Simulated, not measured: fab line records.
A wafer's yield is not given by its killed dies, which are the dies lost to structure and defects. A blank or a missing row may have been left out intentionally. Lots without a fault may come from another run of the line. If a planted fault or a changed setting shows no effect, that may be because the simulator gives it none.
Shared-tool check    flow sky130    42 wafers sampled across 14 lots

## REASON FOR OPENING
2 of 14 lots carry a flag on the reading SD_P_TW at SKY_SD_P_TW_MEAS_11. Wafers without a fault read 2818, standard deviation 26.
Rule: a lot is flagged when every wafer of it that has a number lies more than 4 standard deviations from that mean, or none has a number. The other lots count as sound.

lot   measured      on            SD_P_TW, wafer by wafer  flag
L352  day 26 04:41  filmMetro-01  2794 2801 2789           
L353  day 26 16:40  filmMetro-01  2797 2794 2772           
L354  day 26 20:16  filmMetro-04  2841 2848 2837           
L355  day 27 09:31  filmMetro-03  2837 2821 2815           
L356  day 27 18:31  filmMetro-01  2784 2792 2781           
L357  day 27 20:15  filmMetro-04  2831 2826 2834           
L359  day 28 20:20  filmMetro-03  2815 2818 2837           
L360  day 29 05:31  filmMetro-01  2769 2783 2803           
L361  day 29 12:35  filmMetro-04  2847 2850 2858           
L362  day 29 16:28  filmMetro-03  2844 2838 2832           
L370  day 32 06:59  filmMetro-01  29 29 29                 FLAGGED
L371  day 32 13:01  filmMetro-03  30 30 30                 FLAGGED
L373  day 33 08:37  filmMetro-03  2837 2816 2833           
L375  day 33 12:47  filmMetro-01  2784 2787 2777           
On average the flagged lots read 30, which is -2788 against the usual, or -99 or more standard deviations.

## WHICH TOOL RAN EACH LOT
The record keeps 1 process step preceding the reading, out of 708 steps on the route. Every cell lists first the tool, next ch and the chambers used by the sampled wafers, and last the start.
lot   flag     SKY_SD_P_DEVELOP_06
L352           lithoTrack-03 ch 0, day 26 04:08
L353           lithoTrack-03 ch 0, day 26 16:07
L354           lithoTrack-04 ch 0, day 26 19:42
L355           lithoTrack-04 ch 0, day 27 08:57
L356           lithoTrack-02 ch 0, day 27 17:58
L357           lithoTrack-02 ch 0, day 27 19:44
L359           lithoTrack-04 ch 0, day 28 19:48
L360           lithoTrack-03 ch 0, day 29 04:58
L361           lithoTrack-02 ch 0, day 29 12:02
L362           lithoTrack-04 ch 0, day 29 15:56
L370  FLAGGED  lithoTrack-04 ch 0, day 32 06:27
L371  FLAGGED  lithoTrack-04 ch 0, day 32 12:27
L373           lithoTrack-03 ch 0, day 33 08:04
L375           lithoTrack-03 ch 0, day 33 12:14
What is done by these steps:
- SKY_SD_P_DEVELOP_06: develop time 60 s.
- SKY_SD_P_TW_MEAS_11

## FLAGGED AGAINST TOTAL, ONE TOOL AT A TIME (gauges that did the reading follow at the end)
step                 tool           lots run  flagged  share of the flagged lots  sound lots run after its first flagged lot
SKY_SD_P_DEVELOP_06  lithoTrack-02  3         0        none                       -
SKY_SD_P_DEVELOP_06  lithoTrack-03  5         0        none                       -
SKY_SD_P_DEVELOP_06  lithoTrack-04  6         2        all                        0
SKY_SD_P_TW_MEAS_11  filmMetro-01   6         1        some                       1 (L375)
SKY_SD_P_TW_MEAS_11  filmMetro-03   5         1        some                       1 (L373)
SKY_SD_P_TW_MEAS_11  filmMetro-04   3         0        none                       -

## WHAT THE TABLE PERMITS
1 row of the table ran every flagged lot: lithoTrack-04 at SKY_SD_P_DEVELOP_06.
- lithoTrack-04 at SKY_SD_P_DEVELOP_06: 2 of its 6 lots flagged. It ran its last sound lot, L362, at day 29 15:56 and its first flagged lot, L370, at day 32 06:27: a fault with its onset between the two fits.
What remains is a single tool, lithoTrack-04 at SKY_SD_P_DEVELOP_06.

## WHAT THE SIMULATOR PUT IN
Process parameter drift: lithoTrack-04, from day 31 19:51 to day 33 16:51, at SKY_SD_P_DEVELOP_06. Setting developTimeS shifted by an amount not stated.
Lots struck among those shown: L370, L371. This agrees with what the rule above found.
